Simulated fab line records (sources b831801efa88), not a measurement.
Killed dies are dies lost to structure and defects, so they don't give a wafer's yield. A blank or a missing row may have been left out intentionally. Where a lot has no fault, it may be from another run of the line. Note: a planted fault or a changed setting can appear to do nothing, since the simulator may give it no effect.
Struck lot and sound lot, side by side | flow sky130 | 16 out of 708 route steps
Sound: the wafers L285.1, L285.2, L285.3. Wafers L280.2, L280.4, L280.5 were the ones struck. The cause is named last.
At each step with rows: each side's tool, then ch and its chambers, then its first start. Under that, the readings that differ: sound wafers | struck wafers | difference of the means | sigmas: that difference in standard deviations of wafers without a fault.
alike: words and numbers the same on both sides, and readings whose means are apart by under 2 such deviations; not compared: readings that were withheld, readings missing a value for some wafer, numbers with overlapping values and no deviation given by the record, and bounds like >300 which may hide the same value.
Wherever a step has rows on one side only, a row that says differs or no value, or a row with sigmas, the two part there. Numbers that don't overlap but have no deviation are shown without sigmas and don't part them. A reading missing from all wafers of one side parts the sides only when that side holds two or more wafers.

first, 3 steps without rows for these wafers: SKY_METAL1_EXPOSE_12 (exposes mask MM1, target cd 140 nm); SKY_METAL1_PEB_13; SKY_METAL1_DEVELOP_14 (develop time 60 s).
SKY_METAL1_CD_MEAS_15: target cd 140 nm.
  sound: cdSem-01 at day 37 22:33; struck: cdSem-02 at day 36 15:55
  alike: cdNm
SKY_METAL1_OVL_MEAS_16:
  sound: overlay-02 at day 37 22:40; struck: overlay-01 at day 36 16:01
  alike: METAL1_OVL
SKY_METAL1_DESCUM_17: chemistry O2, time 8 s.
  sound on rieMetal-02 ch 0,1, day 37 22:42; struck on rieMetal-04 ch 0,1, day 36 16:03
  alike: drypumpMotorCurrentA, oesProductAu
  not compared: rfHoursCounterH
SKY_METAL1_ETCH_18: etches BARC in N2/H2, stops on SiO2, time 45.9 s, target depth 60 nm.
  sound on rieMetal-02 ch 0,1, day 37 22:44; struck on rieMetal-04 ch 0,1, day 36 16:05
  alike: drypumpMotorCurrentA, oesProductAu, throttleValvePct
  not compared: rfHoursCounterH
SKY_METAL1_METAL_ETCH_19: etches the open film in Cl2/BCl3, stops on SiO2, target depth 360 nm, time 78 s.
  sound on rieMetal-02 ch 0,1, day 37 22:48; struck on rieMetal-04 ch 0,1, day 36 16:09
  alike: drypumpMotorCurrentA, oesProductAu, throttleValvePct
  not compared: rfHoursCounterH
SKY_METAL1_STRIP_20: strips in O2/N2.
  sound on plasmaAsher-01 ch 0,1, day 37 22:53; struck on plasmaAsher-04 ch 0,1, day 36 16:14
  alike: drypumpMotorCurrentA, oesProductAu, stripTimeToEndpointS
  not compared: rfHoursCounterH
then, 3 steps without rows for these wafers: SKY_METAL1_STRIP_21 (strips in post etch residue remover, time 1200 s); SKY_METAL1_CLEAN_22 (cleans in IPA, time 180 s); SKY_METAL1_CLEAN_23 (cleans in O3/DIW).
SKY_VIA1_HDPCVD_00: deposits SiO2, target thk 1030 nm, time 171.7 s.
  sound on hdpcvd-01 ch 0,1,2, day 37 23:31; struck on hdpcvd-02 ch 0,1,2, day 36 16:52
reading                                 | sound          | struck            | difference | sigmas
model.SiO2_of_VIA1_HDPCVD_00.thkNm (nm) | 1040 1045 1034 | 363.3 362.2 344.1 | -683.1     | 
SKY_VIA1_THK_MEAS_01:
  sound: filmMetro-02 at day 37 23:38; struck: filmMetro-03 at day 36 16:59
reading              | sound          | struck      | difference | sigmas
VIA1_HDPCVD_THK (nm) | 1040 1045 1034 | 363 362 344 | -683       | -62
SKY_VIA1_CMP_02: polishes SiO2.
  sound on cmp-01 ch 0,1,2, day 37 23:41; struck on cmp-01 ch 1,2,3, day 36 17:08
  alike: motorCurrentA
-- the record jumps here: 12 days lie between the struck wafers' starts before and after (it left off in module VIA1 and takes up again in module PAD_OPEN, whose first step shown is number 708 of the route) --
SKY_PAD_OPEN_PROBE_99:
  sound: prober-02 at day 49 19:19; struck: prober-01 at day 48 20:01
reading                           | sound                | struck               | difference | sigmas
model.etest.met2Comb.leakLog10AUm | -11.83 -11.96 -11.82 | -6.971 -6.927 -7.235 | +4.826     | 

== WHERE THEY PART ==
Within this record, at SKY_VIA1_THK_MEAS_01 only. Later steps at which nothing parts them and some readings are alike: SKY_VIA1_CMP_02.

WHY: what had been put in by the simulator
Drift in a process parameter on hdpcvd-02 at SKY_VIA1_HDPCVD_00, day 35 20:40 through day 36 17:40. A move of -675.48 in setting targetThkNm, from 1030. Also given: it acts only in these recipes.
